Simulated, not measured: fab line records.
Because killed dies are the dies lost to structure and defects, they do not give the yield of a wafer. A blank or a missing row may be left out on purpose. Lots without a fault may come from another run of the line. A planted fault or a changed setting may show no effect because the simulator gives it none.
Which tool is to blame? | flow sky130 | Sampling: 13 lots, 39 wafers, 5 of 708 route steps

WHAT THE GAUGES SHOWED, per wafer
The record lacks any reading of a measuring or inspecting step that a usual standard deviation could be used to judge.

TOOL THAT RAN EACH LOT (tool first, then ch and the chambers of the sampled wafers, then the start)
lot  | SKY_CONTACT_CVD_00              | SKY_CONTACT_ETCH_16                | SKY_CONTACT_STRIP_20            | SKY_CONTACT_CVD_24            | SKY_PAD_OPEN_PROBE_99
L951 | pecvd-03 ch 0,2, day 31 04:42   | rie_diel-01 ch 1,3, day 32 08:35   | wet_bench-02 ch 1, day 32 08:50 | cvd_w-01 ch 0,1, day 32 09:23 | prober-02, day 46 18:03
L953 | pecvd-02 ch 0,1, day 31 19:38   | rie_diel-02 ch 1,3, day 33 00:35   | wet_bench-03 ch 2, day 33 00:50 | cvd_w-01 ch 0,1, day 33 01:23 | prober-02, day 47 08:17
L954 | pecvd-01 ch 0,2, day 32 02:51   | rie_diel-01 ch 2,3, day 33 06:52   | wet_bench-03 ch 0, day 33 07:06 | cvd_w-02 ch 0,1, day 33 07:43 | prober-01, day 47 13:15
L956 | pecvd-01 ch 0,1, day 33 04:49   | rie_diel-01 ch 2,3, day 34 08:14   | wet_bench-03 ch 1, day 34 08:29 | cvd_w-02 ch 0,1, day 34 09:04 | prober-01, day 48 07:01
L958 | pecvd-03 ch 0,1, day 33 14:19   | rie_diel-04 ch 0,2,3, day 34 18:13 | wet_bench-02 ch 2, day 34 18:27 | cvd_w-02 ch 0,1, day 34 19:01 | prober-01, day 48 14:28
L959 | pecvd-03 ch 1,2, day 34 05:32   | rie_diel-01 ch 2,3, day 35 09:50   | wet_bench-01 ch 1, day 35 10:05 | cvd_w-02 ch 1, day 35 10:38   | prober-02, day 49 03:06
L960 | pecvd-02 ch 0,1, day 34 08:19   | rie_diel-01 ch 1,2,3, day 35 11:52 | wet_bench-03 ch 2, day 35 12:06 | cvd_w-02 ch 1, day 35 12:40   | prober-01, day 49 04:06
L965 | pecvd-01 ch 0,1,2, day 35 11:34 | rie_diel-01 ch 0,2,3, day 36 15:53 | wet_bench-02 ch 1, day 36 16:08 | cvd_w-02 ch 0,1, day 36 16:43 | prober-01, day 50 00:40
L966 | pecvd-02 ch 0,1, day 35 14:08   | rie_diel-04 ch 0,2, day 36 18:16   | wet_bench-02 ch 1, day 36 18:30 | cvd_w-01 ch 0,1, day 36 19:08 | prober-01, day 50 02:38
L967 | pecvd-02 ch 0, day 36 02:48     | rie_diel-04 ch 0,1,3, day 37 06:14 | wet_bench-01 ch 1, day 37 06:29 | cvd_w-02 ch 0,1, day 37 07:02 | prober-02, day 50 07:33
L970 | pecvd-01 ch 1,2, day 36 20:37   | rie_diel-04 ch 0,1,3, day 37 23:41 | wet_bench-03 ch 3, day 37 23:56 | cvd_w-01 ch 0,1, day 38 00:32 | prober-01, day 50 20:25
L971 | pecvd-03 ch 1,2, day 37 02:47   | rie_diel-04 ch 1,2,3, day 38 05:38 | wet_bench-03 ch 0, day 38 05:53 | cvd_w-01 ch 0,1, day 38 06:28 | prober-02, day 50 22:03
L974 | pecvd-01 ch 0,1,2, day 38 03:28 | rie_diel-02 ch 0,1,3, day 39 06:02 | wet_bench-01 ch 3, day 39 06:16 | cvd_w-02 ch 0, day 39 06:55   | prober-01, day 51 17:10
- SKY_CONTACT_CVD_00: deposits Si3N4, target thk 75 nm.
- SKY_CONTACT_ETCH_16: etches BARC in N2/H2, stops on SiO2, time 45.9 s, target depth 60 nm.
- SKY_CONTACT_STRIP_20: strips in post etch residue remover, time 1200 s.
- SKY_CONTACT_CVD_24: deposits W, target thk 340 nm, time 102.12 s.
- SKY_PAD_OPEN_PROBE_99

WHAT THE TOOLS THEMSELVES READ (means of the sampled wafers that have a number; where no wafer has one, the mark that the record gives instead)
SKY_CONTACT_CVD_00. Usual: heater_power_w 696 W, standard deviation 68; rf_fwd_power_W 444.0 W, standard deviation 1.9.
lot  | tool     | heater_power_w (W) | rf_fwd_power_W (W) | flag
L951 | pecvd-03 | 643                | 445.7              |
L953 | pecvd-02 | 625                | 442.9              |
L954 | pecvd-01 | 649                | 440.2              |
L956 | pecvd-01 | 721                | 443.4              |
L958 | pecvd-03 | 688                | 445.2              |
L959 | pecvd-03 | 688                | 444.6              |
L960 | pecvd-02 | 736                | 444.8              |
L965 | pecvd-01 | 707                | 443.1              |
L966 | pecvd-02 | 727                | 447.0              |
L967 | pecvd-02 | 661                | 444.6              |
L970 | pecvd-01 | 604                | 441.7              |
L971 | pecvd-03 | 775                | 444.6              |
L974 | pecvd-01 | 680                | 443.0              |

SKY_CONTACT_ETCH_16. Usual: drypump_motor_current_A 6.0 A, standard deviation 0.37; oes_product_au 0.855 a.u., standard deviation 0.0045; rf_fwd_power_W 495.2 W, standard deviation 1.8; throttle_valve_pct 13.223 %, standard deviation 0.0086.
lot  | tool        | drypump_motor_current_A (A) | oes_product_au (a.u.) | rf_fwd_power_W (W) | throttle_valve_pct (%) | flag
L951 | rie_diel-01 | 6.2                         | 0.857                 | 496.8              | 13.217                 |
L953 | rie_diel-02 | 6.0                         | 0.856                 | 498.7              | 13.227                 |
L954 | rie_diel-01 | 6.1                         | 0.853                 | 497.8              | 13.229                 |
L956 | rie_diel-01 | 6.1                         | 0.858                 | 495.0              | 13.213                 |
L958 | rie_diel-04 | 5.7                         | 0.852                 | 494.7              | 13.229                 |
L959 | rie_diel-01 | 6.1                         | 0.858                 | 494.2              | 13.223                 |
L960 | rie_diel-01 | 6.1                         | 0.853                 | 495.5              | 13.225                 |
L965 | rie_diel-01 | 6.0                         | 0.861                 | 496.0              | 13.228                 |
L966 | rie_diel-04 | 5.8                         | 0.853                 | 493.4              | 13.224                 |
L967 | rie_diel-04 | 6.0                         | 0.861                 | 494.7              | 13.223                 |
L970 | rie_diel-04 | 6.0                         | 0.850                 | 494.9              | 13.223                 |
L971 | rie_diel-04 | 5.7                         | 0.853                 | 495.1              | 13.219                 |
L974 | rie_diel-02 | 5.9                         | 0.854                 | 495.1              | 13.228                 |

SKY_CONTACT_STRIP_20. Usual: bath_guard_temp_C 72.9 C, standard deviation 0.64; temp_c 72.48 C, standard deviation 0.11.
lot  | tool         | bath_guard_temp_C (C) | temp_c (C) | flag
L951 | wet_bench-02 | 73.7                  | 72.55      |
L953 | wet_bench-03 | 72.5                  | 72.40      |
L954 | wet_bench-03 | 72.7                  | 72.39      |
L956 | wet_bench-03 | 71.8                  | 72.43      |
L958 | wet_bench-02 | 72.1                  | 72.68      |
L959 | wet_bench-01 | 72.6                  | 72.43      |
L960 | wet_bench-03 | 72.7                  | 72.38      |
L965 | wet_bench-02 | 77.1                  | 75.90      | OFF
L966 | wet_bench-02 | 77.4                  | 75.96      | OFF
L967 | wet_bench-01 | 72.5                  | 72.49      |
L970 | wet_bench-03 | 73.4                  | 72.28      |
L971 | wet_bench-03 | 72.9                  | 72.48      |
L974 | wet_bench-01 | 72.7                  | 72.44      |

SKY_CONTACT_CVD_24. Usual: 838 W for heater_power_w, sd 99.
lot  | tool     | heater_power_w (W) | flag
L951 | cvd_w-01 | 834                |
L953 | cvd_w-01 | 846                |
L954 | cvd_w-02 | 850                |
L956 | cvd_w-02 | 861                |
L958 | cvd_w-02 | 871                |
L959 | cvd_w-02 | 913                |
L960 | cvd_w-02 | 916                |
L965 | cvd_w-02 | 877                |
L966 | cvd_w-01 | 864                |
L967 | cvd_w-02 | 872                |
L970 | cvd_w-01 | 861                |
L971 | cvd_w-01 | 847                |
L974 | cvd_w-02 | 770                |

SKY_PAD_OPEN_PROBE_99. Usual: killed_at_M0_to_M3 42, standard deviation 6.7; killed_at_M4_up 3.0, standard deviation 1.9; killed_at_contacts 24, standard deviation 5.3; killed_at_front_end 16, standard deviation 4.3; killed_at_other 0.4, standard deviation 0.71; killed_dies 85, standard deviation 9.6; killed_open 46, standard deviation 6.5; killed_short 39, standard deviation 6.7.
lot  | tool      | killed_at_M0_to_M3 | killed_at_M4_up | killed_at_contacts | killed_at_front_end | killed_at_other | killed_dies | killed_open | killed_short | flag
L951 | prober-02 | 42                 | 1.7             | 26                 | 18                  | 2.3             | 89          | 47          | 40           |
L953 | prober-02 | 46                 | 3.0             | 22                 | 11                  | 0.0             | 83          | 43          | 39           |
L954 | prober-01 | 39                 | 2.7             | 24                 | 18                  | 0.3             | 84          | 44          | 41           |
L956 | prober-01 | 45                 | 1.7             | 20                 | 16                  | 0.0             | 83          | 42          | 41           |
L958 | prober-01 | 35                 | 2.7             | 25                 | 15                  | 0.3             | 78          | 44          | 34           |
L959 | prober-02 | 41                 | 1.3             | 24                 | 18                  | 0.0             | 84          | 44          | 39           |
L960 | prober-01 | 46                 | 3.0             | 19                 | 16                  | 0.7             | 84          | 47          | 37           |
L965 | prober-01 | 48                 | 3.7             | 27                 | 12                  | 0.0             | 90          | 52          | 38           |
L966 | prober-01 | 34                 | 1.3             | 24                 | 15                  | 0.7             | 75          | 42          | 32           |
L967 | prober-02 | 52                 | 6.0             | 34                 | 19                  | 0.0             | 111         | 59          | 53           |
L970 | prober-01 | 43                 | 1.7             | 23                 | 11                  | 0.7             | 80          | 42          | 37           |
L971 | prober-02 | 44                 | 2.0             | 25                 | 21                  | 0.0             | 92          | 50          | 40           |
L974 | prober-01 | 41                 | 2.7             | 22                 | 22                  | 0.3             | 89          | 49          | 39           |

THE ANSWER, worked out from the rows above alone
Rule: lot off if the mean of its wafers having a number is beyond 3 standard deviations from the usual mean. Also off: a lot with no number at a reading for which 4 or more lots have one. The other lots that the step has rows for count as sound. Order of review: gauges by route order, followed by the tools' own readings, for which a lot's mean as printed above is used. The first step at which some lot is off is used, and at that step the reading that is off furthest; a lot without a number counts as furthest.
Off, at SKY_CONTACT_STRIP_20 on temp_c: L965, L966.
A tool fits if, at that step or a process step before it, it ran every lot that is off, and no sound lot after the first of them. One fits: SKY_CONTACT_STRIP_20 on wet_bench-02. A fault onset in the window from L958 (day 34 18:27, its last sound lot) to L965 (day 36 16:08, its first lot off) fits.
The tool's own readings at SKY_CONTACT_STRIP_20 bear it out: on the lots that are off they differ by more than 5 times the standard deviation of the sound lots' means. bath_guard_temp_C reads 77.2 C there against 72.7 C on the sound lots; temp_c reads 75.93 C there against 72.45 C on the sound lots.

WHAT THE SIMULATOR HAD PUT IN
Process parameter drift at SKY_CONTACT_STRIP_20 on wet_bench-02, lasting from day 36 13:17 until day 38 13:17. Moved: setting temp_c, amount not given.
Shown lots that were struck: L965, L966. The rule above found the same.
